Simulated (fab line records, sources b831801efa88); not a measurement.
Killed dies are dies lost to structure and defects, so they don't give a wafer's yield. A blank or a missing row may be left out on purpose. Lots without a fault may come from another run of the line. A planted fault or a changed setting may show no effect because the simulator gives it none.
Tool commonality check | flow sky130 | 12 lots, 42 wafers sampled

WHY IT WAS OPENED
At SKY_PWDE_TW_MEAS_10 the reading PWDE_TW is flagged on 2 of 12 lots. Wafers without a fault read 375, standard deviation 3.5.
Rule: a lot is flagged when every wafer of it that has a number lies more than 4 standard deviations from that mean, or none has a number. The other lots count as sound.

lot  | measured    | on            | PWDE_TW, wafer by wafer | flag
L889 | day 3 22:19 | film_metro-04 | 375 375 376             |
L890 | day 4 00:37 | film_metro-02 | 374 373 372             |
L891 | day 4 08:56 | film_metro-04 | 376 374 377             |
L892 | day 4 12:08 | film_metro-04 | 375 376 374             |
L893 | day 4 17:31 | film_metro-04 | 374 374 375             |
L895 | day 5 06:49 | film_metro-02 | 372 374 372             |
L896 | day 5 11:34 | film_metro-04 | 374 373 377             |
L897 | day 5 18:41 | film_metro-04 | 375 376 375             |
L904 | day 7 07:00 | film_metro-02 | 435 433 433 434 436 435 | FLAGGED
L905 | day 7 14:40 | film_metro-04 | 441 441 440 439 442 440 | FLAGGED
L911 | day 9 06:04 | film_metro-04 | 381 378 379             |
L912 | day 9 07:00 | film_metro-02 | 374 375 374             |
The numbers of the flagged lots are 437 on average: +62 against the usual, or +18 standard deviations.

WHICH TOOL RAN EACH LOT
The record holds 1 process step before the reading, out of a route of 708 steps. In each cell: the tool, then ch and the chambers that the sampled wafers went through, then the start.
lot  | flag    | SKY_PWDE_IMPLANT_08
L889 |         | implanter-02 ch 0, day 3 22:05
L890 |         | implanter-03 ch 0, day 4 00:23
L891 |         | implanter-01 ch 0, day 4 08:41
L892 |         | implanter-02 ch 0, day 4 11:53
L893 |         | implanter-03 ch 0, day 4 17:17
L895 |         | implanter-03 ch 0, day 5 06:34
L896 |         | implanter-02 ch 0, day 5 11:19
L897 |         | implanter-02 ch 0, day 5 18:26
L904 | FLAGGED | implanter-03 ch 0, day 7 06:44
L905 | FLAGGED | implanter-03 ch 0, day 7 14:26
L911 |         | implanter-01 ch 0, day 9 05:50
L912 |         | implanter-02 ch 0, day 9 06:46
What these steps do:
- SKY_PWDE_IMPLANT_08
- SKY_PWDE_TW_MEAS_10

FLAGGED OVER TOTAL, TOOL BY TOOL (the gauges that took the reading come last)
step                | tool          | lots run | flagged | share of the flagged lots | sound lots run after its first flagged lot
SKY_PWDE_IMPLANT_08 | implanter-01  | 2        | 0       | none                      | -
SKY_PWDE_IMPLANT_08 | implanter-02  | 5        | 0       | none                      | -
SKY_PWDE_IMPLANT_08 | implanter-03  | 5        | 2       | all                       | 0
SKY_PWDE_TW_MEAS_10 | film_metro-02 | 4        | 1       | some                      | 1 (L912)
SKY_PWDE_TW_MEAS_10 | film_metro-04 | 8        | 1       | some                      | 1 (L911)

WHAT THE TABLE ALLOWS
1 row of the table ran every flagged lot: implanter-03 at SKY_PWDE_IMPLANT_08.
- implanter-03 at SKY_PWDE_IMPLANT_08: 2 of its 5 lots flagged. Its last sound lot is L895 (day 5 06:34), its first flagged lot L904 (day 7 06:44): a fault that began between those two fits. Its own readings lie more than 4 standard deviations out on every wafer of the flagged lots: dose_ions_cm2, faraday_current_uA.
One tool is left: implanter-03 at SKY_PWDE_IMPLANT_08.

WHAT THE SIMULATOR HAD PUT IN
Process parameter drift: implanter-03, from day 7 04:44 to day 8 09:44, at SKY_PWDE_IMPLANT_08. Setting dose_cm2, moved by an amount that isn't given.
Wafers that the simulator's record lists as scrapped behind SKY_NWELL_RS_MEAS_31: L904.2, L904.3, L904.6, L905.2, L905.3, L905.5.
Lots struck among those shown: L904, L905. The rule above found the same.
